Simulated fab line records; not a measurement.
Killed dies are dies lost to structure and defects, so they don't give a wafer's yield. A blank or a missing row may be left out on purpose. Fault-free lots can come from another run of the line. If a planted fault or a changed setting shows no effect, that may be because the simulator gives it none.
Which tool did it? | flow sky130 | Sampling: 6 lots, 18 wafers, 2 of 708 route steps

== WHAT THE GAUGES READ, wafer by wafer ==
SKY_VT_ADJUST_HVTP_OVL_MEAS_08.
lot  | measured     | on         | VT_ADJUST_HVTP_OVL (nm)
L765 | day 6 14:29  | overlay-01 | -1.2 -1.3 -2.5
L767 | day 7 02:55  | overlay-01 | 1.4 0.3 -0.9
L770 | day 8 03:56  | overlay-01 | -0.8 -0.3 -1.1
L773 | day 8 17:04  | overlay-02 | -2.5 -0.4 -1.1
L776 | day 9 18:22  | overlay-01 | -1.7 -3.1 -2.4
L778 | day 10 01:45 | overlay-02 | -2.4 -2.9 -0.3

== EACH LOT AND THE TOOL THAT RAN IT (in order: tool; ch and the chambers of the sampled wafers; start) ==
lot  | SKY_PWDE_EXPOSE_04
L765 | iline_stepper-01 ch 0, day 3 23:46
L767 | iline_stepper-01 ch 0, day 4 10:29
L770 | iline_stepper-02 ch 0, day 5 08:05
L773 | iline_stepper-01 ch 0, day 5 18:44
L776 | iline_stepper-01 ch 0, day 6 16:18
L778 | iline_stepper-02 ch 0, day 6 23:13
- SKY_PWDE_EXPOSE_04: exposes mask PWDEM, target cd 840 nm.

== THE ANSWER, worked out from the rows above alone ==
Rule: usual is defined by the lots themselves. Put in order of their means at a reading, lots are off if they are a third of the lots or fewer, leave a main group of 4 or more, and stand apart from it by a gap of 3 or more times the standard deviation of the main group's means; of several such gaps the widest counts. The tables above print the reading to a certain number of digits; a main group whose means all agree to those digits is not used. A lot without any number at a reading at which 4 lots or more have one is off too. The other lots that the step has rows for count as sound.
Nothing can be told from this: no lot is off at any reading shown.

== WHAT HAD BEEN PUT IN BY THE SIMULATOR ==
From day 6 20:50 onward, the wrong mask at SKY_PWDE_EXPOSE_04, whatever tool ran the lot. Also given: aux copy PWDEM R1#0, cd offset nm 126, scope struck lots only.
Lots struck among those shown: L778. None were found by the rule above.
